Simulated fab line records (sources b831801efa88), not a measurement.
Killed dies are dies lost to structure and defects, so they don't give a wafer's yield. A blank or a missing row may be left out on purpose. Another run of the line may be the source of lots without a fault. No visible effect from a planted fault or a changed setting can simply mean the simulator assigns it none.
2 desks looking at one fault | flow gf180mcu | numbers are kept per desk, each desk with only its own; the story behind them comes last

THE METROLOGY DESK
Lot by lot, what the gauges showed, no matter which tool ran the lot: averages of those sampled wafers that carry a number. A lot is out of limits, marked OUT, if its mean lies more than 4 standard deviations from the usual mean; the brackets give that distance.
Columns: A = V4_W_RS at GF_V4_RS_MEAS_24, usual 0.329 ohm/sq; B = V4_W_THK at GF_V4_THK_MEAS_25, usual 352 nm
lot  | first seen here | A     | B
L195 | day 26 03:01    | 0.331 | 347
L198 | day 27 01:20    | 0.330 | 348
L207 | day 30 01:35    | 0.327 | 358
L209 | day 30 08:53    | 0.329 | 352
L210 | day 30 17:30    | 0.334 | 347
L213 | day 31 10:34    | 0.328 | 346
This desk's verdict: no lot among the 6 shows anything out of limits.

FOR THE TOOL OWNER'S DESK: pvd-sputter-03
At GF_MIM_SPUTTER_01 (material TiN, target thk 30 nm, time 25 s) the tool's own readings: per lot run on this tool, the mean of the sampled wafers that have a number. A lot is out of limits, marked OUT, if its mean lies more than 4 standard deviations from the usual mean; the brackets give that distance.
Columns: A = throttle-valve-pct at GF_MIM_SPUTTER_01, usual 30.5 %
lot  | first seen here | A
L207 | day 30 02:10    | 29.9
L210 | day 30 18:04    | 29.8
This desk's verdict: no lot among the 2 shows anything out of limits.

ALL TOGETHER
The metrology desk saw nothing out of limits.
The desk of the tool owner found nothing out of limits.

WHAT THE SIMULATOR HAD INSERTED
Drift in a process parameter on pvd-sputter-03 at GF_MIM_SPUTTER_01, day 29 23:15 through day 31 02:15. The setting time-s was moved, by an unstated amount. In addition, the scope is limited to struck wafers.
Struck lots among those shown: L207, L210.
